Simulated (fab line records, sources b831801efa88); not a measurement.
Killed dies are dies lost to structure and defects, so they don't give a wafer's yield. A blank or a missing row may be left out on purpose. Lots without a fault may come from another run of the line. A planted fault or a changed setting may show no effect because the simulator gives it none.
fab line records | flow sky130
record lots=7 wafers=21 last_day=50
route steps=708 shown SONOS_ONO@186 GATE_OXIDE@187 PAD_OPEN@708
lots that met no fault: from a run of the same line without faults
start_h: hours from the record's first day to the start of the lot's first wafer shown | wait_h: hours since the lot's step before | " the same as in the row above | L1.1+2: a row that stands for several wafers | - no value, or no start given | * or withheld: withheld | < > ~ a bound
route shown NAME@n: a module of which the file shows steps, and the number in the route of the first | usual: mean/standard deviation of fault-free wafers | same: alike in all rows | chamber/n: place in a boat | sites: the reading at each site | _std_site: their standard deviation | _edge_site: outer sites' mean less inner sites' | radius_mm: how far each site lies from the wafer's centre | mask NAME#n: copy n | behind: the tool/chamber that last shaped the wafer | hold: why the lot was held/for how many hours/how that ended | device: the transistor (n, p or np) that didn't switch | end of line: the same wafers' tests at the end of the route | a step without rows: its recipe alone | killed: dies lost to structure and defects at the first sort, not the wafer's yield | map: a wafer's dies, x killed, . not, _ none there
set.NAME: the setting as run; set.NAME@STEP: as run at that earlier step | model.NAME: the simulator's own value behind a step, which no gauge read
lots at some steps of the route; a table a step, a row a wafer
services: from which hour (start_h, from the record's first day; less than 0 if before it) a tool's chamber was out of use, for how many hours, and why
## steps
# step SKY_SONOS_ONO_WET_ETCH_18
# recipe chemistry=H3PO4 target_depth_nm=15 target=Si3N4 temp_c=160 time_s=172
# step SKY_GATE_OXIDE_CLEAN_00
# recipe chemistry=SC1/SC2 mix=1:4:20 temp_c=70 time_s=150 dry=n2_spin
# step SKY_GATE_OXIDE_OXIDATION_01
# recipe temp_c=900 ambient=O2 stabilise_s=600 purge_s=300 target_thk_a=102.68 ox_time_s=1473
# step SKY_GATE_OXIDE_THK_MEAS_02
# recipe reads=SiO2_of_GATE_OXIDE_OXIDATION_01
# usual GATE_OXIDE_OXIDATION_00_THK=10.29/0.19
# columns lot.wafer tool chamber start_h wait_h GATE_OXIDE_OXIDATION_00_THK[nm]
L598.2 film_metro-04 - 306.53 0.0 10.17
L598.3 " - " " 10.41
L598.6 " - " " 10.16
L603.1 film_metro-01 - 347.85 0.0 10.28
L603.2 " - " " 10.11
L603.4 " - " " 10.24
L604.3 film_metro-01 - 357.40 0.0 10.36
L604.4 " - " " 10.35
L604.6 " - " " 10.36
L605.1 film_metro-03 - 369.43 0.0 10.43
L605.3 " - " " 10.39
L605.5 " - " " 10.46
L609.3 film_metro-04 - 400.82 0.0 9.95
L609.4 " - " " 9.97
L609.6 " - " " 9.98
L616.1 film_metro-04 - 472.97 0.0 10.21
L616.2 " - " " 10.34
L616.6 " - " " 10.33
L618.1 film_metro-03 - 479.01 0.0 10.47
L618.5 " - " " 10.54
L618.6 " - " " 10.32
# step SKY_GATE_OXIDE_DEHYDRATE_03
# recipe temp_c=200 time_s=60
# step SKY_GATE_OXIDE_HMDS_04
# recipe prime_time_s=60 prime_temp_c=120
# step SKY_GATE_OXIDE_COAT_05
# recipe resist=NOVOLAK spin_rpm=3000 resist_thk_nm=1140
# step SKY_GATE_OXIDE_SOFTBAKE_06
# recipe temp_c=90 time_s=60 resist=NOVOLAK
# step SKY_GATE_OXIDE_EXPOSE_07
# recipe mask_id=LVOM na=0.6 source_shape=conventional sigma_outer=0.6 polarization=unpolarized target_cd_nm=600 dose_mj=170
# step SKY_GATE_OXIDE_PEB_08
# recipe temp_c=withheld time_s=* resist=NOVOLAK
# step SKY_GATE_OXIDE_DEVELOP_09
# recipe resist=NOVOLAK developer=TMAH develop_time_s=60 dev_temp_c=23
# step SKY_GATE_OXIDE_OVL_MEAS_10
# usual GATE_OXIDE_OVL=-1.8/1.7
# columns lot.wafer tool chamber start_h wait_h GATE_OXIDE_OVL[nm]
L598.2 overlay-01 - 332.12 0.1 -0.5
L598.3 " - " " 0.7
L598.6 " - " " -0.7
L603.1 overlay-01 - 375.56 0.1 -2.6
L603.2 " - " " -0.4
L603.4 " - " " -2.2
L604.3 overlay-01 - 389.19 0.1 -2.1
L604.4 " - " " -2.0
L604.6 " - " " -1.2
L605.1 overlay-01 - 396.11 0.1 -1.7
L605.3 " - " " -2.1
L605.5 " - " " -2.0
L609.3 overlay-01 - 430.39 0.1 -1.1
L609.4 " - " " -1.6
L609.6 " - " " -1.9
L616.1 overlay-02 - 503.93 0.1 -1.0
L616.2 " - " " -0.7
L616.6 " - " " 0.1
L618.1 overlay-01 - 510.35 0.1 -3.3
L618.5 " - " " -4.2
L618.6 " - " " -2.3
# step SKY_GATE_OXIDE_IMPLANT_11
# recipe species=B energy_kev=10 dose_cm2=2.6e+12 tilt_deg=withheld
# usual beam_on_s=9.98/0.2
# columns lot.wafer tool chamber start_h wait_h beam_on_s
L598.2 implanter-02 0 332.17 0.0 9.98
L598.3 " 0 " " 9.95
L598.6 " 0 " " 9.84
L603.1 implanter-01 0 375.60 0.0 10.13
L603.2 " 0 " " 9.92
L603.4 " 0 " " 10.17
L604.3 implanter-02 0 389.27 0.1 9.79
L604.4 " 0 " " 10.24
L604.6 " 0 " " 10.08
L604.3 implanter-02 0 389.78 0.5 10.28
L604.4 " 0 " " 9.99
L604.6 " 0 " " 9.85
L605.1 implanter-04 0 396.15 0.0 9.95
L605.3 " 0 " " 9.76
L605.5 " 0 " " 10.18
L605.1 implanter-04 0 396.46 0.3 10.17
L605.3 " 0 " " 9.83
L605.5 " 0 " " 10.03
L609.3 implanter-04 0 430.47 0.1 9.95
L609.4 " 0 " " 9.90
L609.6 " 0 " " 10.03
L609.3 implanter-04 0 430.79 0.3 9.52
L609.4 " 0 " " 9.78
L609.6 " 0 " " 9.97
L616.1 implanter-02 0 503.97 0.0 10.06
L616.2 " 0 " " 9.98
L616.6 " 0 " " 9.72
L618.1 implanter-01 0 510.39 0.0 9.79
L618.5 " 0 " " 10.03
L618.6 " 0 " " 9.74
# step SKY_GATE_OXIDE_WET_ETCH_12
# recipe chemistry=dHF target_depth_nm=16.8 dry=n2_spin target=SiO2 dilution=100:1 temp_c=25 time_s=336
# step SKY_GATE_OXIDE_STRIP_13
# recipe chemistry=O2/N2 power_w=1400 pressure_mtorr=1500 platen_temp_c=withheld o2_flow_sccm=3000 n2_flow_sccm=300 overash_fraction=0.5
# usual drypump_motor_current_A=5.77/0.23 oes_product_au=0.715/0.0045 strip_time_to_endpoint_s=14.17/0.051
# columns lot.wafer tool chamber start_h wait_h drypump_motor_current_A oes_product_au rf_hours_counter_h strip_time_to_endpoint_s
L598.2 plasma_asher-01 0 332.41 0.0 5.60 0.713 65 14.14
L598.3 " 1 " " 5.83 0.710 - 14.16
L598.6 " 0 " " 5.61 0.719 - 14.12
L603.1 plasma_asher-01 1 375.86 0.0 5.83 0.710 69 14.19
L603.2 " 0 " " 5.58 0.717 69 14.17
L603.4 " 0 " " 5.57 0.718 - 14.18
L604.3 plasma_asher-02 0 390.01 0.0 5.62 0.710 - 14.20
L604.4 " 1 " " 5.52 0.715 - 14.15
L604.6 " 0 " " 5.64 0.714 - 14.19
L605.1 plasma_asher-04 1 397.29 0.1 5.79 0.713 59 14.12
L605.3 " 1 " " 5.79 0.713 - 14.11
L605.5 " 0 " " 6.21 0.714 - 14.16
L609.3 plasma_asher-04 1 431.05 0.0 5.79 0.715 - 14.21
L609.4 " 0 " " 6.22 0.718 - 14.21
L609.6 " 1 " " 5.79 0.713 - 14.21
L616.1 plasma_asher-01 0 504.23 0.0 5.60 0.714 7 14.19
L616.2 " 1 " " 5.82 0.724 7 14.17
L616.6 " 0 " " 5.59 0.725 - 14.15
L618.1 plasma_asher-01 0 510.64 0.0 5.60 0.711 7 14.25
L618.5 " 1 " " 5.85 0.712 - 14.25
L618.6 " 0 " " 5.61 0.716 - 14.22
# step SKY_GATE_OXIDE_TW_MEAS_14
# usual GATE_OXIDE_TW=225.7/1.7
# columns lot.wafer tool chamber start_h wait_h GATE_OXIDE_TW
L598.2 film_metro-01 - 332.52 0.1 229.4
L598.3 " - " " 227.6
L598.6 " - " " 227.6
L603.1 film_metro-03 - 375.96 0.1 226.0
L603.2 " - " " 226.1
L603.4 " - " " 224.6
L604.3 film_metro-03 - 390.10 0.1 276.8
L604.4 " - " " 276.3
L604.6 " - " " 276.2
L605.1 film_metro-04 - 397.40 0.1 276.0
L605.3 " - " " 276.5
L605.5 " - " " 276.0
L609.3 film_metro-01 - 431.14 0.1 276.4
L609.4 " - " " 277.8
L609.6 " - " " 277.0
L616.1 film_metro-03 - 504.33 0.1 225.3
L616.2 " - " " 224.7
L616.6 " - " " 225.8
L618.1 film_metro-03 - 510.74 0.1 224.9
L618.5 " - " " 225.8
L618.6 " - " " 225.3
# step SKY_GATE_OXIDE_CLEAN_15
# recipe chemistry=SC1/SC2 mix=1:4:20 temp_c=70 time_s=150 dry=n2_spin
# step SKY_PAD_OPEN_PROBE_99
# usual killed_at_M0_to_M3=43/7 killed_at_M4_up=3.3/1.8 killed_at_contacts=24/6.2 killed_at_front_end=16/4.7 killed_at_other=0.4/0.58 killed_dies=87/10 killed_open=47/6.4 killed_short=39/7
# same gross_dies=492 killed_at_back_side=0
# columns lot.wafer tool chamber start_h wait_h killed_at_M0_to_M3 killed_at_M4_up killed_at_contacts killed_at_front_end killed_at_other killed_dies killed_open killed_short
L598.2 prober-02 - 1091.26 0.1 41 2 32 8 0 83 46 37
L598.3 prober-02 - 1091.31 0.2 36 4 36 14 0 90 49 41
L598.6 prober-02 - 1091.46 0.2 40 6 44 15 0 105 49 56
L603.1 prober-01 - 1123.40 0.1 39 2 25 17 0 83 45 38
L603.2 prober-01 - 1123.45 0.1 43 6 18 10 0 77 42 35
L603.4 prober-01 - 1123.55 0.2 34 3 22 16 1 76 37 39
L616.1 prober-01 - 1202.37 0.1 30 2 25 10 1 68 31 37
L616.2 prober-01 - 1202.42 0.1 35 3 18 16 0 72 39 33
L616.6 prober-01 - 1202.62 0.2 51 3 27 7 1 89 43 46
# killed by level:class
L598.2 VIA1:geometric_particle:open=13 CONTACT:geometric_particle:short=8 CONTACT:geometric_particle:open=7 LI_CONTACT:geometric_particle:open=6 VIA1:geometric_particle:short=6 LOCAL_INTERCONNECT:geometric_particle:open=5 METAL1:geometric_particle:short=5 VIA3:geometric_particle:open=5
L598.3 CONTACT:geometric_particle:open=16 VIA1:geometric_particle:open=8 METAL2:geometric_particle:short=8 LOCAL_INTERCONNECT:geometric_particle:short=7 CONTACT:geometric_particle:short=6 VIA3:geometric_particle:open=6 LI_CONTACT:geometric_particle:open=5 METAL1:geometric_particle:short=5
L598.6 CONTACT:geometric_particle:open=13 LI_CONTACT:geometric_particle:short=9 CONTACT:geometric_particle:short=8 VIA1:geometric_particle:open=8 LOCAL_INTERCONNECT:geometric_particle:short=6 METAL3:geometric_particle:short=6 LI_CONTACT:geometric_particle:open=6 METAL1:geometric_particle:short=6
L603.1 CONTACT:geometric_particle:open=11 FIELD_ISO:geometric_particle:open=8 METAL1:geometric_particle:short=7 FIELD_ISO:geometric_particle:short=6 VIA3:geometric_particle:open=6 CONTACT:geometric_particle:short=6 VIA1:geometric_particle:open=6 VIA2:geometric_particle:open=6
L603.2 VIA2:geometric_particle:open=11 VIA1:geometric_particle:open=8 VIA1:geometric_particle:short=5 LOCAL_INTERCONNECT:geometric_particle:short=4 CONTACT:geometric_particle:short=4 CONTACT:geometric_particle:open=4 METAL2:geometric_particle:short=4 FIELD_ISO:geometric_particle:open=3
L603.4 CONTACT:geometric_particle:open=11 VIA1:geometric_particle:open=7 VIA1:geometric_particle:short=6 FIELD_ISO:geometric_particle:open=4 FIELD_ISO:geometric_particle:short=4 LOCAL_INTERCONNECT:geometric_particle:short=4 VIA2:geometric_particle:open=4 METAL1:geometric_particle:short=4
L616.1 CONTACT:geometric_particle:open=10 VIA1:geometric_particle:open=8 METAL1:geometric_particle:short=6 VIA1:geometric_particle:short=6 LI_CONTACT:geometric_particle:open=4 LI_CONTACT:geometric_particle:short=4 CONTACT:geometric_particle:short=4 METAL3:geometric_particle:short=3
L616.2 LOCAL_INTERCONNECT:geometric_particle:short=6 CONTACT:geometric_particle:open=6 VIA2:geometric_particle:open=6 VIA3:geometric_particle:open=6 FIELD_ISO:geometric_particle:short=5 VIA1:geometric_particle:open=5 VIA1:geometric_particle:short=5 POLY_GATE:geometric_particle:open=4
L616.6 CONTACT:geometric_particle:open=13 VIA1:geometric_particle:open=9 METAL1:geometric_particle:short=8 VIA2:geometric_particle:short=8 VIA3:geometric_particle:open=7 CONTACT:geometric_particle:short=6 VIA1:geometric_particle:short=5 LI_CONTACT:geometric_particle:open=4
## services
# columns tool chamber start_h hours kind
plasma_asher-02 - 317.75 1.2 repair
implanter-01 - 337.46 8.1 repair
implanter-04 - 357.79 5.9 repair
plasma_asher-02 - 364.09 1.0 repair
plasma_asher-02 - 382.40 2.8 pm
implanter-02 - 402.61 3.3 pm
plasma_asher-01 - 421.35 9.0 pm
plasma_asher-01 0 421.35 9.0 vent_cycle
plasma_asher-01 1 421.35 9.0 vent_cycle
plasma_asher-01 0 430.35 - clean
plasma_asher-01 1 430.35 - clean
plasma_asher-04 - 440.78 1.6 repair
implanter-01 - 442.35 2.9 pm
plasma_asher-01 - 446.51 1.3 repair
implanter-04 - 483.89 8.7 repair
implanter-04 - 487.79 1.8 repair
## key
first_sign step=SKY_GATE_OXIDE_IMPLANT_11 reading=visit direction=added
effect step=SKY_GATE_OXIDE_TW_MEAS_14 reading=GATE_OXIDE_TW direction=up sigmas=30 usual=225.7 struck=276.6
met_at SKY_GATE_OXIDE_IMPLANT_11
struck_wafers L604.3,L604.4,L604.6,L605.1,L605.3,L605.5,L609.3,L609.4,L609.6
tester_left_out L604,L605,L609
fault kind=repeated_step_whole tool=implanter-01,implanter-02,implanter-04 chamber=- onset_h=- steps=SKY_GATE_OXIDE_IMPLANT_11 times=1 scope=struck_lots_only
# tester_left_out: of these lots the tester's yield and bins aren't shown, on N5 and GAA mostly nor the transistor test; their killed dies are dies lost to structure and defects alone, not to doping, threshold or leakage, so they don't give the yield
